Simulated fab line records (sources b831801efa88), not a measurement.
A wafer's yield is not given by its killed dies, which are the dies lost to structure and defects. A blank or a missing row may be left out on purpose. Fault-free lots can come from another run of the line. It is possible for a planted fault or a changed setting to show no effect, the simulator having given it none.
Which of the tools did it? / flow sky130 / 42 wafers from 14 lots sampled at 3 of the route's 708 steps

WHAT THE GAUGES SHOWED, per wafer
SKY_CAPM_RS_MEAS_03: uses a four-point probe to measure.
lot=L711; measured=day 36 02:07; on=film-metro-04; CAPM_TIN_RS (ohm/sq)=6.93 6.97 6.96
lot=L712; measured=day 36 20:16; on=film-metro-03; CAPM_TIN_RS (ohm/sq)=6.94 6.94 6.89
lot=L713; measured=day 36 21:15; on=film-metro-04; CAPM_TIN_RS (ohm/sq)=6.83 6.90 6.98
lot=L714; measured=day 37 11:09; on=film-metro-04; CAPM_TIN_RS (ohm/sq)=7.01 6.99 7.01
lot=L715; measured=day 38 16:17; on=film-metro-01; CAPM_TIN_RS (ohm/sq)=6.91 6.84 6.77
lot=L720; measured=day 39 08:20; on=film-metro-03; CAPM_TIN_RS (ohm/sq)=6.79 6.82 6.87
lot=L721; measured=day 39 20:37; on=film-metro-03; CAPM_TIN_RS (ohm/sq)=6.97 6.98 7.02
lot=L723; measured=day 40 05:10; on=film-metro-04; CAPM_TIN_RS (ohm/sq)=6.91 6.91 7.06
lot=L722; measured=day 40 06:53; on=film-metro-01; CAPM_TIN_RS (ohm/sq)=6.74 6.84 6.81
lot=L727; measured=day 41 17:40; on=film-metro-04; CAPM_TIN_RS (ohm/sq)=6.95 7.04 7.04
lot=L728; measured=day 41 22:56; on=film-metro-03; CAPM_TIN_RS (ohm/sq)=6.89 6.92 6.95
lot=L732; measured=day 42 17:10; on=film-metro-01; CAPM_TIN_RS (ohm/sq)=6.94 6.85 6.90
lot=L734; measured=day 43 16:56; on=film-metro-04; CAPM_TIN_RS (ohm/sq)=6.87 6.86 6.88
lot=L733; measured=day 44 18:40; on=film-metro-03; CAPM_TIN_RS (ohm/sq)=6.93 6.91 6.90

SKY_METAL5_RS_MEAS_05: uses a four-point probe to measure.
lot=L711; measured=day 42 13:58; on=film-metro-04; METAL5_ALCU_RS (ohm/sq)=0.02751 0.02731 0.02722
lot=L712; measured=day 43 06:50; on=film-metro-04; METAL5_ALCU_RS (ohm/sq)=0.02721 0.0272 0.02706
lot=L713; measured=day 43 07:07; on=film-metro-03; METAL5_ALCU_RS (ohm/sq)=0.02689 0.02665 0.02698
lot=L714; measured=day 43 20:32; on=film-metro-01; METAL5_ALCU_RS (ohm/sq)=0.02719 0.02668 0.02729
lot=L715; measured=day 44 20:46; on=film-metro-03; METAL5_ALCU_RS (ohm/sq)=0.02712 0.02702 0.02703
lot=L720; measured=day 45 10:55; on=film-metro-01; METAL5_ALCU_RS (ohm/sq)=0.02707 0.02749 0.02729
lot=L721; measured=day 45 23:00; on=film-metro-03; METAL5_ALCU_RS (ohm/sq)=0.02756 0.0273 0.02751
lot=L723; measured=day 46 14:10; on=film-metro-03; METAL5_ALCU_RS (ohm/sq)=0.02709 0.02684 0.02665
lot=L722; measured=day 46 14:28; on=film-metro-03; METAL5_ALCU_RS (ohm/sq)=0.02722 0.02714 0.02706
lot=L727; measured=day 47 14:37; on=film-metro-01; METAL5_ALCU_RS (ohm/sq)=0.02704 0.02705 0.027
lot=L728; measured=day 47 18:26; on=film-metro-01; METAL5_ALCU_RS (ohm/sq)=0.02725 0.02757 0.02737
lot=L732; measured=day 48 01:52; on=film-metro-04; METAL5_ALCU_RS (ohm/sq)=0.02702 0.02703 0.02697
lot=L734; measured=day 49 05:37; on=film-metro-03; METAL5_ALCU_RS (ohm/sq)=0.02698 0.02703 0.02687
lot=L733; measured=day 50 01:00; on=film-metro-03; METAL5_ALCU_RS (ohm/sq)=0.02734 0.02758 0.02743

EACH LOT AND THE TOOL THAT RAN IT (in order: tool; ch and the chambers of the sampled wafers; start)
lot=L711; SKY_VIA3_STRIP_16=plasma-asher-02 ch 0,1, day 39 08:17
lot=L712; SKY_VIA3_STRIP_16=plasma-asher-03 ch 0,1, day 40 02:37
lot=L713; SKY_VIA3_STRIP_16=plasma-asher-03 ch 0,1, day 40 03:35
lot=L714; SKY_VIA3_STRIP_16=plasma-asher-01 ch 0,1, day 40 17:13
lot=L715; SKY_VIA3_STRIP_16=plasma-asher-01 ch 0,1, day 41 18:25
lot=L720; SKY_VIA3_STRIP_16=plasma-asher-03 ch 0,1, day 42 10:16
lot=L721; SKY_VIA3_STRIP_16=plasma-asher-01 ch 0,1, day 42 23:40
lot=L723; SKY_VIA3_STRIP_16=plasma-asher-02 ch 0,1, day 43 06:23
lot=L722; SKY_VIA3_STRIP_16=plasma-asher-02 ch 0,1, day 43 07:04
lot=L727; SKY_VIA3_STRIP_16=plasma-asher-01 ch 0,1, day 44 18:02
lot=L728; SKY_VIA3_STRIP_16=plasma-asher-01 ch 0,1, day 44 22:05
lot=L732; SKY_VIA3_STRIP_16=plasma-asher-01 ch 0,1, day 45 14:56
lot=L734; SKY_VIA3_STRIP_16=plasma-asher-03 ch 0,1, day 46 11:14
lot=L733; SKY_VIA3_STRIP_16=plasma-asher-03 ch 0,1, day 47 12:47
- SKY_VIA3_STRIP_16: strips in O2/N2.

AS READ BY THE TOOLS THEMSELVES (means over the sampled wafers that have a number; for cases with no such wafer, the mark the record gives instead)
SKY_VIA3_STRIP_16.
lot=L711; tool=plasma-asher-02; drypump-motor-current-A (A)=6.1; oes-product-au (a.u.)=0.398; strip-time-to-endpoint-s (s)=4.076
lot=L712; tool=plasma-asher-03; drypump-motor-current-A (A)=6.1; oes-product-au (a.u.)=0.400; strip-time-to-endpoint-s (s)=4.104
lot=L713; tool=plasma-asher-03; drypump-motor-current-A (A)=5.8; oes-product-au (a.u.)=0.397; strip-time-to-endpoint-s (s)=4.075
lot=L714; tool=plasma-asher-01; drypump-motor-current-A (A)=5.8; oes-product-au (a.u.)=0.400; strip-time-to-endpoint-s (s)=4.110
lot=L715; tool=plasma-asher-01; drypump-motor-current-A (A)=5.8; oes-product-au (a.u.)=0.397; strip-time-to-endpoint-s (s)=4.072
lot=L720; tool=plasma-asher-03; drypump-motor-current-A (A)=5.8; oes-product-au (a.u.)=0.396; strip-time-to-endpoint-s (s)=4.072
lot=L721; tool=plasma-asher-01; drypump-motor-current-A (A)=6.1; oes-product-au (a.u.)=0.401; strip-time-to-endpoint-s (s)=4.082
lot=L723; tool=plasma-asher-02; drypump-motor-current-A (A)=6.1; oes-product-au (a.u.)=0.394; strip-time-to-endpoint-s (s)=4.100
lot=L722; tool=plasma-asher-02; drypump-motor-current-A (A)=6.2; oes-product-au (a.u.)=0.400; strip-time-to-endpoint-s (s)=4.065
lot=L727; tool=plasma-asher-01; drypump-motor-current-A (A)=5.8; oes-product-au (a.u.)=0.400; strip-time-to-endpoint-s (s)=4.073
lot=L728; tool=plasma-asher-01; drypump-motor-current-A (A)=5.8; oes-product-au (a.u.)=0.403; strip-time-to-endpoint-s (s)=4.094
lot=L732; tool=plasma-asher-01; drypump-motor-current-A (A)=5.8; oes-product-au (a.u.)=0.398; strip-time-to-endpoint-s (s)=4.044
lot=L734; tool=plasma-asher-03; drypump-motor-current-A (A)=5.8; oes-product-au (a.u.)=0.400; strip-time-to-endpoint-s (s)=4.092
lot=L733; tool=plasma-asher-03; drypump-motor-current-A (A)=5.7; oes-product-au (a.u.)=0.398; strip-time-to-endpoint-s (s)=4.079

THE ANSWER, worked out from the rows above alone
Rule: the usual values come from the lots themselves. The widest of any qualifying gaps counts: lots, ordered by their means at a reading, are off when they make up no more than a third of the lots, leave a main group of 4 or more, and stand apart from it by 3 or more times the standard deviation of that group's means. A main group whose means are all the same, to the digits that the tables above print for the reading, isn't used. A lot without any number at a reading at which 4 lots or more have one is off too. All remaining lots with rows at the step are treated as sound. The gauges are gone through in route order, then the tools' own readings, and for those a lot's mean is taken as printed above. At the first step where some lot is off, the reading lying furthest off is the one used; lots without a number count as furthest.
Across all readings shown, no lot is off: no conclusion can be drawn from this.

WHAT WAS PUT IN BY THE SIMULATOR
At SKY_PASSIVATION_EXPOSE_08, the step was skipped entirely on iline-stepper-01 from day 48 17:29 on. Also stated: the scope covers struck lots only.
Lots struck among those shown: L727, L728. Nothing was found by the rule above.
